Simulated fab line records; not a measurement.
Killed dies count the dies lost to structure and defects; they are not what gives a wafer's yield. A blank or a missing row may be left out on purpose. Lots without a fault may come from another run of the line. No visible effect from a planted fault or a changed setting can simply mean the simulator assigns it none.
fab line records + flow sky130
record
- lots=15
- wafers=45
- last_day=50
route steps=708 shown LI_CONTACT@363 LOCAL_INTERCONNECT@388
lots untouched by any fault: they come from a run of this same line in which no faults occurred
start_h: start of the lot's first displayed wafer, in hours after the record's first day + wait_h: hours since the lot's step before + " same as the row above + L1.1+2: a single row standing in for several wafers + - value missing, or start not given + * or withheld: withheld + < > ~ a bound
route shown NAME@n: a module of which the file shows steps, and the number in the route of the first + usual: mean/standard deviation taken from wafers without a fault + same: alike in all rows + chamber/n: place in a boat + sites: the reading at each site + _std_site: standard deviation across them + _edge_site: outer sites' mean less inner sites' + radius_mm: how far each site lies from the wafer's centre + mask NAME#n: copy n + behind: the tool/chamber that last shaped the wafer + hold: why the lot was held/for how many hours/how that ended + device: whichever transistor did not switch (one of n, p or np) + end of line: the same wafers' tests at the end of the route + for a step that has no rows: nothing shown but its recipe + killed: dies that structure and defects cost at the first sort, which is not the same as the wafer's yield + map: a wafer's dies, x killed, . not, _ none there
set.NAME: setting as actually run; set.NAME@STEP: the setting as run at that earlier step + model.NAME: the simulator's own value behind a step, which no gauge read
steps of the route over a sample of lots; a table a step, a row a wafer
services: when a tool's chamber went out of use (start_h, in hours from the record's first day, below 0 if earlier), for how many hours, and the reason
## steps
# step SKY_LI_CONTACT_THK_MEAS_01
# recipe
- reads=PSG_of_LI_CONTACT_HDPCVD_00
# usual
- LI_CONTACT_HDPCVD_THK=967/11
| lot.wafer | tool          | chamber | start_h | wait_h | LI_CONTACT_HDPCVD_THK[nm] |
|-----------|---------------|---------|---------|--------|---------------------------|
| L665.2    | film_metro-04 | -       | 660.80  | 0.1    | 962                       |
| L665.3    | "             | -       | "       | "      | 964                       |
| L665.5    | "             | -       | "       | "      | 951                       |
| L666.1    | film_metro-03 | -       | 663.64  | 0.1    | 958                       |
| L666.2    | "             | -       | "       | "      | 965                       |
| L666.3    | "             | -       | "       | "      | 943                       |
| L667.2    | film_metro-03 | -       | 667.90  | 0.1    | 947                       |
| L667.3    | "             | -       | "       | "      | 954                       |
| L667.4    | "             | -       | "       | "      | 947                       |
| L668.1    | film_metro-04 | -       | 670.90  | 0.1    | 959                       |
| L668.4    | "             | -       | "       | "      | 961                       |
| L668.5    | "             | -       | "       | "      | 977                       |
| L671.2    | film_metro-03 | -       | 697.65  | 0.1    | 963                       |
| L671.3    | "             | -       | "       | "      | 975                       |
| L671.5    | "             | -       | "       | "      | 953                       |
| L675.1    | film_metro-01 | -       | 736.64  | 0.1    | 959                       |
| L675.2    | "             | -       | "       | "      | 967                       |
| L675.4    | "             | -       | "       | "      | 956                       |
| L676.1    | film_metro-01 | -       | 747.92  | 0.1    | 974                       |
| L676.2    | "             | -       | "       | "      | 959                       |
| L676.6    | "             | -       | "       | "      | 969                       |
| L677.3    | film_metro-04 | -       | 751.36  | 0.1    | 959                       |
| L677.4    | "             | -       | "       | "      | 956                       |
| L677.5    | "             | -       | "       | "      | 960                       |
| L678.1    | film_metro-04 | -       | 759.18  | 0.1    | 969                       |
| L678.3    | "             | -       | "       | "      | 962                       |
| L678.5    | "             | -       | "       | "      | 956                       |
| L682.2    | film_metro-01 | -       | 781.40  | 0.1    | 962                       |
| L682.4    | "             | -       | "       | "      | 973                       |
| L682.6    | "             | -       | "       | "      | 977                       |
| L683.2    | film_metro-01 | -       | 796.30  | 0.1    | 989                       |
| L683.3    | "             | -       | "       | "      | 969                       |
| L683.5    | "             | -       | "       | "      | 970                       |
| L684.4    | film_metro-03 | -       | 805.06  | 0.0    | 971                       |
| L684.5    | "             | -       | "       | "      | 949                       |
| L684.6    | "             | -       | "       | "      | 983                       |
| L685.2    | film_metro-01 | -       | 806.33  | 0.1    | 985                       |
| L685.4    | "             | -       | "       | "      | 982                       |
| L685.6    | "             | -       | "       | "      | 962                       |
| L686.1    | film_metro-03 | -       | 813.14  | 0.1    | 979                       |
| L686.3    | "             | -       | "       | "      | 981                       |
| L686.6    | "             | -       | "       | "      | 962                       |
| L687.1    | film_metro-04 | -       | 816.06  | 0.1    | 983                       |
| L687.3    | "             | -       | "       | "      | 971                       |
| L687.5    | "             | -       | "       | "      | 970                       |
# step SKY_LI_CONTACT_BOW_MEAS_03
# recipe
- mode=bow
# usual
- LI_CONTACT_BOW=56/7.2
| lot.wafer | tool          | chamber | start_h | wait_h | LI_CONTACT_BOW[um] |
|-----------|---------------|---------|---------|--------|--------------------|
| L665.2    | film_metro-03 | -       | 661.17  | 0.1    | 63                 |
| L665.3    | "             | -       | "       | "      | 54                 |
| L665.5    | "             | -       | "       | "      | 55                 |
| L666.1    | film_metro-04 | -       | 664.00  | 0.1    | 49                 |
| L666.2    | "             | -       | "       | "      | 48                 |
| L666.3    | "             | -       | "       | "      | 52                 |
| L667.2    | film_metro-03 | -       | 668.27  | 0.3    | 58                 |
| L667.3    | "             | -       | "       | "      | 62                 |
| L667.4    | "             | -       | "       | "      | 53                 |
| L668.1    | film_metro-04 | -       | 671.26  | 0.2    | 52                 |
| L668.4    | "             | -       | "       | "      | 58                 |
| L668.5    | "             | -       | "       | "      | 58                 |
| L671.2    | film_metro-03 | -       | 698.02  | 0.2    | 52                 |
| L671.3    | "             | -       | "       | "      | 62                 |
| L671.5    | "             | -       | "       | "      | 56                 |
| L675.1    | film_metro-03 | -       | 737.00  | 0.1    | 54                 |
| L675.2    | "             | -       | "       | "      | 63                 |
| L675.4    | "             | -       | "       | "      | 56                 |
| L676.1    | film_metro-04 | -       | 748.28  | 0.1    | 60                 |
| L676.2    | "             | -       | "       | "      | 52                 |
| L676.6    | "             | -       | "       | "      | 61                 |
| L677.3    | film_metro-04 | -       | 751.74  | 0.1    | 56                 |
| L677.4    | "             | -       | "       | "      | 40                 |
| L677.5    | "             | -       | "       | "      | 57                 |
| L678.1    | film_metro-04 | -       | 759.54  | 0.2    | 58                 |
| L678.3    | "             | -       | "       | "      | 53                 |
| L678.5    | "             | -       | "       | "      | 53                 |
| L682.2    | film_metro-01 | -       | 781.77  | 0.3    | 67                 |
| L682.4    | "             | -       | "       | "      | 61                 |
| L682.6    | "             | -       | "       | "      | 56                 |
| L683.2    | film_metro-04 | -       | 796.67  | 0.3    | 53                 |
| L683.3    | "             | -       | "       | "      | 61                 |
| L683.5    | "             | -       | "       | "      | 75                 |
| L684.4    | film_metro-01 | -       | 805.45  | 0.3    | 51                 |
| L684.5    | "             | -       | "       | "      | 55                 |
| L684.6    | "             | -       | "       | "      | 46                 |
| L685.2    | film_metro-03 | -       | 806.70  | 0.2    | 49                 |
| L685.4    | "             | -       | "       | "      | 56                 |
| L685.6    | "             | -       | "       | "      | 58                 |
| L686.1    | film_metro-04 | -       | 813.50  | 0.1    | 55                 |
| L686.3    | "             | -       | "       | "      | 49                 |
| L686.6    | "             | -       | "       | "      | 59                 |
| L687.1    | film_metro-04 | -       | 816.42  | 0.1    | 51                 |
| L687.3    | "             | -       | "       | "      | 41                 |
| L687.5    | "             | -       | "       | "      | 44                 |
# step SKY_LI_CONTACT_EXPOSE_09
# recipe
- mask_id=LICM1
- na=0.8
- source_shape=annular
- sigma_inner=0.55
- sigma_outer=0.85
- target_cd_nm=170
- dose_mj=38
# usual
- exposure_dose_mJ_cm2=38.00/0.038
- focus_offset_nm=0.0/0.56
| lot.wafer | tool           | chamber | start_h | wait_h | mask    | exposure_dose_mJ_cm2 | focus_offset_nm |
|-----------|----------------|---------|---------|--------|---------|----------------------|-----------------|
| L665.2    | krf_scanner-02 | 0       | 675.15  | -      | LICM1#0 | 37.93                | -0.7            |
| L665.3    | "              | 0       | "       | "      | LICM1#0 | 37.96                | -0.9            |
| L665.5    | "              | 0       | "       | "      | LICM1#0 | 37.93                | 0.3             |
| L666.1    | krf_scanner-01 | 0       | 678.54  | -      | LICM1#0 | 37.94                | 0.0             |
| L666.2    | "              | 0       | "       | "      | LICM1#0 | 37.95                | 0.8             |
| L666.3    | "              | 0       | "       | "      | LICM1#0 | 37.96                | 0.1             |
| L667.2    | krf_scanner-01 | 0       | 682.89  | -      | LICM1#0 | 38.00                | 0.7             |
| L667.3    | "              | 0       | "       | "      | LICM1#0 | 38.01                | 0.2             |
| L667.4    | "              | 0       | "       | "      | LICM1#0 | 37.97                | 0.3             |
| L668.1    | krf_scanner-01 | 0       | 685.85  | -      | LICM1#0 | 38.04                | 0.1             |
| L668.4    | "              | 0       | "       | "      | LICM1#0 | 37.99                | -0.6            |
| L668.5    | "              | 0       | "       | "      | LICM1#0 | 38.00                | 0.6             |
| L671.2    | krf_scanner-01 | 0       | 712.12  | -      | LICM1#0 | 38.06                | 0.1             |
| L671.3    | "              | 0       | "       | "      | LICM1#0 | 38.04                | -0.2            |
| L671.5    | "              | 0       | "       | "      | LICM1#0 | 38.09                | -0.1            |
| L675.1    | krf_scanner-02 | 0       | 751.25  | -      | LICM1#0 | 37.98                | -1.2            |
| L675.2    | "              | 0       | "       | "      | LICM1#0 | 37.92                | -0.6            |
| L675.4    | "              | 0       | "       | "      | LICM1#0 | 38.00                | -0.5            |
| L676.1    | krf_scanner-02 | -       | 761.75  | -      | LICM1#0 | -                    | -               |
| L676.2    | "              | -       | "       | "      | LICM1#0 | -                    | -               |
| L676.6    | "              | -       | "       | "      | LICM1#0 | -                    | -               |
| L677.3    | krf_scanner-02 | -       | 764.99  | -      | LICM1#0 | -                    | -               |
| L677.4    | "              | -       | "       | "      | LICM1#0 | -                    | -               |
| L677.5    | "              | -       | "       | "      | LICM1#0 | -                    | -               |
| L678.1    | krf_scanner-02 | -       | 773.23  | -      | LICM1#0 | -                    | -               |
| L678.3    | "              | -       | "       | "      | LICM1#0 | -                    | -               |
| L678.5    | "              | -       | "       | "      | LICM1#0 | -                    | -               |
| L682.2    | krf_scanner-02 | 0       | 795.80  | -      | LICM1#0 | 38.04                | 0.4             |
| L682.4    | "              | 0       | "       | "      | LICM1#0 | 38.08                | 0.5             |
| L682.6    | "              | 0       | "       | "      | LICM1#0 | 38.07                | -0.2            |
| L683.2    | krf_scanner-01 | 0       | 810.02  | -      | LICM1#0 | 38.02                | -1.4            |
| L683.3    | "              | 0       | "       | "      | LICM1#0 | 37.93                | -1.4            |
| L683.5    | "              | 0       | "       | "      | LICM1#0 | 37.99                | -1.0            |
| L684.4    | krf_scanner-02 | 0       | 817.96  | -      | LICM1#0 | 38.02                | -0.2            |
| L684.5    | "              | 0       | "       | "      | LICM1#0 | 37.99                | 0.2             |
| L684.6    | "              | 0       | "       | "      | LICM1#0 | 37.94                | 0.9             |
| L685.2    | krf_scanner-02 | 0       | 819.84  | -      | LICM1#0 | 38.04                | -0.5            |
| L685.4    | "              | 0       | "       | "      | LICM1#0 | 37.99                | 0.3             |
| L685.6    | "              | 0       | "       | "      | LICM1#0 | 37.99                | 0.8             |
| L686.1    | krf_scanner-02 | 0       | 826.43  | -      | LICM1#0 | 38.03                | -0.5            |
| L686.3    | "              | 0       | "       | "      | LICM1#0 | 38.02                | -0.1            |
| L686.6    | "              | 0       | "       | "      | LICM1#0 | 38.01                | -0.3            |
| L687.1    | krf_scanner-02 | 0       | 829.80  | -      | LICM1#0 | 38.00                | 0.0             |
| L687.3    | "              | 0       | "       | "      | LICM1#0 | 37.91                | 0.5             |
| L687.5    | "              | 0       | "       | "      | LICM1#0 | 37.97                | -0.5            |
# step SKY_LOCAL_INTERCONNECT_RS_MEAS_01
# recipe
- thk_meas_gauge=four-point-probe
- reads=TiN_of_LOCAL_INTERCONNECT_SPUTTER_00
# usual
- LOCAL_INTERCONNECT_TIN_RS=14.27/0.21
| lot.wafer | tool          | chamber | start_h | wait_h | LOCAL_INTERCONNECT_TIN_RS[ohm/sq] |
|-----------|---------------|---------|---------|--------|-----------------------------------|
| L665.2    | film_metro-02 | -       | 690.71  | 0.1    | 13.94                             |
| L665.3    | "             | -       | "       | "      | 14.28                             |
| L665.5    | "             | -       | "       | "      | 13.97                             |
| L666.1    | film_metro-04 | -       | 693.72  | 0.0    | 14.28                             |
| L666.2    | "             | -       | "       | "      | 14.12                             |
| L666.3    | "             | -       | "       | "      | 14.27                             |
| L667.2    | film_metro-02 | -       | 697.83  | 0.1    | 14.18                             |
| L667.3    | "             | -       | "       | "      | 14.41                             |
| L667.4    | "             | -       | "       | "      | 14.28                             |
| L668.1    | film_metro-02 | -       | 700.63  | 0.0    | 14.41                             |
| L668.4    | "             | -       | "       | "      | 14.33                             |
| L668.5    | "             | -       | "       | "      | 14.36                             |
| L671.2    | film_metro-04 | -       | 727.12  | 0.1    | 14.42                             |
| L671.3    | "             | -       | "       | "      | 14.33                             |
| L671.5    | "             | -       | "       | "      | 14.30                             |
| L675.1    | film_metro-04 | -       | 765.17  | 0.0    | 14.39                             |
| L675.2    | "             | -       | "       | "      | 14.30                             |
| L675.4    | "             | -       | "       | "      | 14.40                             |
| L682.2    | film_metro-02 | -       | 810.04  | 0.1    | 14.29                             |
| L682.4    | "             | -       | "       | "      | 14.17                             |
| L682.6    | "             | -       | "       | "      | 14.32                             |
| L683.2    | film_metro-01 | -       | 824.03  | 0.1    | 14.21                             |
| L683.3    | "             | -       | "       | "      | 14.13                             |
| L683.5    | "             | -       | "       | "      | 14.07                             |
| L684.4    | film_metro-01 | -       | 833.85  | 0.1    | 14.39                             |
| L684.5    | "             | -       | "       | "      | 14.57                             |
| L684.6    | "             | -       | "       | "      | 14.25                             |
| L685.2    | film_metro-04 | -       | 835.01  | 0.1    | 13.90                             |
| L685.4    | "             | -       | "       | "      | 14.14                             |
| L685.6    | "             | -       | "       | "      | 13.86                             |
| L686.1    | film_metro-02 | -       | 841.34  | 0.0    | 14.15                             |
| L686.3    | "             | -       | "       | "      | 14.21                             |
| L686.6    | "             | -       | "       | "      | 14.08                             |
| L687.1    | film_metro-01 | -       | 843.99  | 0.0    | 14.51                             |
| L687.3    | "             | -       | "       | "      | 14.49                             |
| L687.5    | "             | -       | "       | "      | 14.47                             |
## services
| tool           | chamber | start_h | hours | kind   |
|----------------|---------|---------|-------|--------|
| krf_scanner-01 | -       | 656.05  | 1.0   | repair |
| krf_scanner-02 | -       | 659.91  | 11.6  | pm     |
| krf_scanner-01 | -       | 671.46  | 3.6   | pm     |
| krf_scanner-01 | -       | 675.02  | 1.0   | pm     |
| krf_scanner-02 | -       | 676.02  | 4.0   | pm     |
| krf_scanner-02 | -       | 682.76  | 8.4   | repair |
| krf_scanner-02 | -       | 682.91  | 0.7   | repair |
| krf_scanner-02 | -       | 691.13  | 1.3   | pm     |
| krf_scanner-02 | -       | 695.49  | 4.4   | pm     |
| krf_scanner-01 | -       | 718.08  | 1.3   | pm     |
| krf_scanner-02 | -       | 744.43  | 0.8   | pm     |
| krf_scanner-02 | -       | 763.35  | 1.0   | pm     |
| krf_scanner-01 | -       | 773.05  | 0.8   | pm     |
| krf_scanner-01 | -       | 819.06  | 4.0   | pm     |
## key
first_sign
- step=SKY_LI_CONTACT_EXPOSE_09
- reading=tool_record
- direction=missing
effect none on later readings
met_at SKY_LI_CONTACT_EXPOSE_09
struck_lots L676,L677,L678
later_rows_left_out L676.1,L676.2,L676.6,L677.3,L677.4,L677.5,L678.1,L678.3,L678.5
sort_left_out L676.1,L676.2,L676.6,L677.3,L677.4,L677.5,L678.1,L678.3,L678.5
tester_left_out L676,L677,L678
not_acting_at SKY_LI_CONTACT_THK_MEAS_01,SKY_LI_CONTACT_BOW_MEAS_03,SKY_LOCAL_INTERCONNECT_RS_MEAS_01
onset_between 751.25 761.75
fault
- kind=skipped_step_whole
- tool=krf_scanner-02
- chamber=-
- onset_h=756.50
- steps=SKY_LI_CONTACT_EXPOSE_09
- scope=struck_lots_only
# tester_left_out: of these lots the tester's yield and bins aren't shown, on N5 and GAA mostly nor the transistor test; their killed dies are dies lost to structure and defects alone, not to doping, threshold or leakage, so they don't give the yield
# sort_left_out: the simulated sort isn't trusted on such a fault, so these wafers' sort isn't shown, and their yield isn't known
# later_rows_left_out: the simulator's readings of these wafers behind a module that went badly wrong aren't trusted and aren't shown, but for the sort
